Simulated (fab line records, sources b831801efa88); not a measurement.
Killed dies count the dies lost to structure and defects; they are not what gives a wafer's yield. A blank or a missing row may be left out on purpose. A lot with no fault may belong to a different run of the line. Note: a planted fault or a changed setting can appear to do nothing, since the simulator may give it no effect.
A lot that was struck, set against a sound lot :: flow sky130 :: 18 steps out of a route of 708
Sound: the wafers L416.2, L416.4, L416.5. Struck: wafers L425.2, L425.3, L425.5. The cause is named last.
Per side, at each step with rows, come the tool, then ch with its chambers, and then its first start. Under that, the readings that differ: sound wafers :: struck wafers :: difference of the means :: sigmas: that difference in standard deviations of wafers without a fault.
alike: readings with means less than 2 such deviations apart, plus words and numbers identical on both sides. not compared: withheld readings, readings lacking a value on some wafer, bounds such as >300 that could conceal the same value, and numbers that have no deviation in the record and whose values overlap.
Wherever a step has rows on one side only, a row that says differs or no value, or a row with sigmas, the two part there. Non-overlapping numbers with no deviation appear without sigmas and do not part them. A reading missing from all wafers of one side parts the sides only when that side holds two or more wafers.

first, 3 steps without rows for these wafers: SKY_VIA1_EXPOSE_09 (exposes mask VIM, target cd 150 nm); SKY_VIA1_PEB_10; SKY_VIA1_DEVELOP_11 (develop time 60 s).
SKY_VIA1_CD_MEAS_12: the cd target is 150 nm.
  struck on cdSem-01, day 37 14:31; sound on cdSem-01, day 34 06:28
  alike: cdNm
SKY_VIA1_OVL_MEAS_13:
  struck on overlay-02, day 37 14:37; sound on overlay-01, day 34 06:34
  alike: VIA1_OVL
SKY_VIA1_ETCH_14: etches BARC in N2/H2, stops on SiO2, time 45.9 s, target depth 60 nm.
  sound on rieDiel-01 ch 1,2,3, day 34 06:36; struck on rieDiel-01 ch 0,3, day 37 14:39
  alike: drypumpMotorCurrentA, oesProductAu, rfFwdPowerW, throttleValvePct
  not compared: rfHoursCounterH
SKY_VIA1_ETCH_15: etches SiO2 in C4F8/O2/Ar, stops on TiN, target depth 351 nm, time 54 s.
  sound on rieDiel-01 ch 1,2,3, day 34 06:38; struck on rieDiel-01 ch 0,3, day 37 14:42
  alike: oesProductAu, rfFwdPowerW
  not compared: rfHoursCounterH
SKY_VIA1_STRIP_16: strips in O2/N2.
  sound on plasmaAsher-02 ch 0,1, day 34 06:41; struck on plasmaAsher-04 ch 0,1, day 37 14:44
  alike: drypumpMotorCurrentA, oesProductAu, stripTimeToEndpointS
  not compared: rfHoursCounterH
then, 3 steps without rows for these wafers: SKY_VIA1_STRIP_17 (strips in post etch residue remover, time 1200 s); SKY_VIA1_CLEAN_18 (cleans in IPA, time 180 s); SKY_VIA1_CLEAN_19 (cleans in O3/DIW).
SKY_VIA1_SPUTTER_20: material TiN, target thk 20 nm, time 80 s.
  struck on pvdSputter-03, day 37 15:20; sound on pvdSputter-02, day 34 07:18
  alike: throttleValvePct
SKY_VIA1_CVD_21: deposits W, target thk 270 nm, time 80.902 s.
  sound on cvdW-02 ch 0,1, day 34 07:22; struck on cvdW-01 ch 0,1, day 37 15:24
reading: model.W_of_VIA1_CVD_21.thkNm (nm)
sound: 266.1 275.7 277.6
struck: 171.1 169 171.9
difference: -102.5
sigmas: 
  alike: chamberPressureTorr, heaterPowerW
SKY_VIA1_RS_MEAS_22: a four-point-probe measurement.
  struck on filmMetro-04, day 37 15:31; sound on filmMetro-02, day 34 07:28
reading: VIA1_W_RS (ohm/sq)
sound: 0.432 0.419 0.414
struck: 0.678 0.687 0.673
difference: +0.258
sigmas: +36
SKY_VIA1_THK_MEAS_23: measures by xrf.
  struck on filmMetro-04, day 37 15:38; sound on filmMetro-02, day 34 07:35
reading: VIA1_W_THK (nm)
sound: 268 278 280
struck: 172 170 172
difference: -104
sigmas: -23
SKY_VIA1_CMP_24: polishes, stops on SiO2, t overpolish 15 s, target thk 0 nm.
  sound on cmp-01 ch 1,3, day 34 07:38; struck on cmp-01 ch 1,2,3, day 37 15:44
reading: timeToEndpointS (s)
sound: 67 65 69
struck: 48 49 43
difference: -20
sigmas: -4
  alike: motorCurrentA
SKY_METAL2_SPUTTER_00: material Ti, target thk 15 nm, time 10 s.
  struck on pvdSputter-04, day 37 15:59; sound on pvdSputter-01, day 34 07:56
  alike: throttleValvePct
next, for these wafers, 1 step has no rows: SKY_PAD_OPEN_PROBE_99.

## WHERE THEY PART
At SKY_VIA1_RS_MEAS_22 first; at SKY_VIA1_CMP_24 last (within this record only). Later steps at which nothing parts them and some readings are alike: SKY_METAL2_SPUTTER_00.

WHY: what the simulator had put in
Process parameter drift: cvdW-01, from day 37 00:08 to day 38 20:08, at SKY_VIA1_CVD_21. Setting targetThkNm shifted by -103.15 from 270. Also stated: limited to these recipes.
